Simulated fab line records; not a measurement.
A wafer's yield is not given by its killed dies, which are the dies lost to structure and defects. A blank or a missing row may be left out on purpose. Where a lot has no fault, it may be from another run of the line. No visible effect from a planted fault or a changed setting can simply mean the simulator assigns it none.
Lot-split experiment -- flow gf180mcu -- 23 wafers read across 5 lots, on a route 602 steps long

== THE SPLIT ITSELF ==
At GF_M4_SPUTTER_04 (material TiN, target thk 50 nm, time 41.7 s), the setting power_w was moved away from the recipe's 6500 W on 10 of the 23 wafers read, by +3.5% to +9.5%. For the rest of the wafers, this setting stayed at what the recipe calls for.

The reading comes from the split's own step.

== THE READING ==
TiN_of_M4_SPUTTER_04.thk_nm (the simulator's own value, which no gauge read), in nm, at GF_M4_SPUTTER_04 (material TiN, target thk 50 nm, time 41.7 s). The file does not state a usual value for it. Average 49.79 nm, standard deviation 0.58 nm, over the 13 wafers here run with the recipe.

wafer,"tool, chamber at the split","power_w as run, W",against the recipe,"TiN_of_M4_SPUTTER_04.thk_nm, nm",against lot-mates on the recipe
L074.1,"pvd_sputter-03, -",6500,recipe,49.85,-
L074.3,"pvd_sputter-03, -",6500,recipe,49.5,-
L074.4,"pvd_sputter-03, -",6772,+4.2%,52.05,+2.51
L074.5,"pvd_sputter-03, -",6500,recipe,49.27,-
L074.6,"pvd_sputter-03, -",6772,+4.2%,51.6,+2.06
L076.1,"pvd_sputter-02, -",7118,+9.5%,55.28,+5.20
L076.2,"pvd_sputter-02, -",7118,+9.5%,55.12,+5.04
L076.3,"pvd_sputter-02, -",7118,+9.5%,54.48,+4.40
L076.5,"pvd_sputter-02, -",6500,recipe,49.98,-
L076.6,"pvd_sputter-02, -",6500,recipe,50.18,-
L078.1,"pvd_sputter-03, -",6500,recipe,50.41,-
L078.2,"pvd_sputter-03, -",6945,+6.8%,53.48,+3.34
L078.3,"pvd_sputter-03, -",6500,recipe,49.86,-
L078.4,"pvd_sputter-03, -",6945,+6.8%,53.53,+3.40
L078.5,"pvd_sputter-03, -",6945,+6.8%,53.29,+3.16
L079.1,"pvd_sputter-04, -",6500,recipe,50.98,-
L079.4,"pvd_sputter-04, -",6500,recipe,49.35,-
L079.6,"pvd_sputter-04, -",6500,recipe,50.42,-
L085.1,"pvd_sputter-02, -",6500,recipe,49.4,-
L085.2,"pvd_sputter-02, -",6730,+3.5%,51.4,+2.26
L085.3,"pvd_sputter-02, -",6730,+3.5%,51.38,+2.24
L085.4,"pvd_sputter-02, -",6500,recipe,49.27,-
L085.6,"pvd_sputter-02, -",6500,recipe,48.75,-

FIT RESULTS
A straight line over all 23 wafers: TiN_of_M4_SPUTTER_04.thk_nm changes by +0.537 nm for each +1% of power_w; r = +0.97; the points scatter about the line by 0.5 nm.
The same after taking each lot's own level away (the mean of its wafers on the recipe; 23 wafers): +0.508 nm for each +1%; r = +0.98; scatter 0.38 nm.
On that fit, the largest move of power_w shifts the reading by 4.8 nm.
From 49.140 to 50.250 nm: that is the span of the lots' own levels, equal to 1.9 times the standard deviation above.
Consequently the slope shifts little with the lot-to-lot level, the two slopes agreeing.
Check: with one of the wafers moved furthest among these (+9.5%) left out of the fit, the line predicts +4.78 nm for it against its lot-mates. It came out at +5.2 nm against them.

== OTHER SPLITS APPLIED TO THESE WAFERS ==
Note: prior to the reading, these wafers also went through further splits. Each is held against what the fit with the lots' levels taken away leaves over:
other split on the same wafers,wafers away from the commonest value,r with TiN_of_M4_SPUTTER_04.thk_nm (lot level and that fit taken away)
GF_M1_SPUTTER_04 power_w,5,+0.12
GF_V1_CMP_04 leave_above_ref_nm,6,+0.12
GF_V1_SOFTBAKE_10 temp_c,5,+0.13
GF_V2_COAT_09 resist_thk_nm,5,+0.15
GF_V2_SOFTBAKE_10 temp_c,9,+0.00
GF_M3_SPUTTER_01 power_w,4,-0.29
GF_M3_SPUTTER_04 power_w,5,-0.01
GF_V3_SPUTTER_21 power_w,8,-0.10

== THE FILE'S OWN FIT ==
TiN_of_M4_SPUTTER_04.thk_nm changes by +0.517 nm for each +1% of power_w, r = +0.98.
